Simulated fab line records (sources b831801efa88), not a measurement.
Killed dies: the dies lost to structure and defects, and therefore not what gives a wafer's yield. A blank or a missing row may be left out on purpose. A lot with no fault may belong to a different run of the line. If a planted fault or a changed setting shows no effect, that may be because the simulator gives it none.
Which of the tools did it? || flow sky130 || 6 lots with 18 wafers sampled at 3 steps, on a route of 708 steps

WHAT EACH GAUGE READ, for each wafer
SKY_VT_ADJUST_HVTR_TW_MEAS_11.
{"lot": "L404", "measured": "day 10 03:56", "on": "film-metro-03", "VT_ADJUST_HVTR_TW": "210.4 209.9 209.4"}
{"lot": "L407", "measured": "day 11 02:23", "on": "film-metro-03", "VT_ADJUST_HVTR_TW": "210.5 209.8 210.8"}
{"lot": "L409", "measured": "day 11 17:22", "on": "film-metro-03", "VT_ADJUST_HVTR_TW": "209.4 209.7 209.3"}
{"lot": "L415", "measured": "day 13 07:40", "on": "film-metro-03", "VT_ADJUST_HVTR_TW": "211.1 211.8 211.3"}
{"lot": "L421", "measured": "day 15 10:10", "on": "film-metro-01", "VT_ADJUST_HVTR_TW": "142.6 142.0 142.3"}
{"lot": "L424", "measured": "day 16 09:17", "on": "film-metro-03", "VT_ADJUST_HVTR_TW": "209.4 209.5 209.9"}

TOOL THAT RAN EACH LOT (tool first, then ch and the chambers of the sampled wafers, then the start)
{"lot": "L404", "SKY_DNWELL_STRIP_08": "plasma-asher-01 ch 0,1, day 3 15:47", "SKY_VT_ADJUST_HVTR_IMPLANT_09": "implanter-01 ch 0, day 10 03:41"}
{"lot": "L407", "SKY_DNWELL_STRIP_08": "plasma-asher-01 ch 0,1, day 4 08:10", "SKY_VT_ADJUST_HVTR_IMPLANT_09": "implanter-01 ch 0, day 11 02:08"}
{"lot": "L409", "SKY_DNWELL_STRIP_08": "plasma-asher-04 ch 0,1, day 4 17:25", "SKY_VT_ADJUST_HVTR_IMPLANT_09": "implanter-04 ch 0, day 11 17:07"}
{"lot": "L415", "SKY_DNWELL_STRIP_08": "plasma-asher-02 ch 0,1, day 6 01:41", "SKY_VT_ADJUST_HVTR_IMPLANT_09": "implanter-02 ch 0, day 13 07:25"}
{"lot": "L421", "SKY_DNWELL_STRIP_08": "plasma-asher-02 ch 0,1, day 7 12:28", "SKY_VT_ADJUST_HVTR_IMPLANT_09": "implanter-01 ch 0, day 15 09:55"}
{"lot": "L424", "SKY_DNWELL_STRIP_08": "plasma-asher-04 ch 0,1, day 8 05:26", "SKY_VT_ADJUST_HVTR_IMPLANT_09": "implanter-04 ch 0, day 16 09:02"}
- SKY_DNWELL_STRIP_08: strips in O2/N2.
- SKY_VT_ADJUST_HVTR_IMPLANT_09

THE ANSWER, worked out from the rows above alone
Rule: usual is defined by the lots themselves. The widest of any qualifying gaps counts: lots, ordered by their means at a reading, are off when they make up no more than a third of the lots, leave a main group of 4 or more, and stand apart from it by 3 or more times the standard deviation of that group's means. A main group is skipped when, at the precision printed for the reading in the tables above, its means are all equal. A lot without any number at a reading at which 4 lots or more have one is off too. Any other lot the step has rows for is counted as sound.
Off: at SKY_VT_ADJUST_HVTR_TW_MEAS_11 (VT_ADJUST_HVTR_TW), L421. The main group has a mean of 210.1 with a standard deviation of 0.7.
A tool fits if, at a process step before that reading, it ran every lot that is off, and no sound lot after the first of them. Those tools and the gauges at SKY_VT_ADJUST_HVTR_TW_MEAS_11 are tried in the same way. Can't be told from this: 3 tools fit, plasma-asher-02 at SKY_DNWELL_STRIP_08, implanter-01 at SKY_VT_ADJUST_HVTR_IMPLANT_09, film-metro-01 at SKY_VT_ADJUST_HVTR_TW_MEAS_11.

WHAT HAD BEEN PUT IN BY THE SIMULATOR
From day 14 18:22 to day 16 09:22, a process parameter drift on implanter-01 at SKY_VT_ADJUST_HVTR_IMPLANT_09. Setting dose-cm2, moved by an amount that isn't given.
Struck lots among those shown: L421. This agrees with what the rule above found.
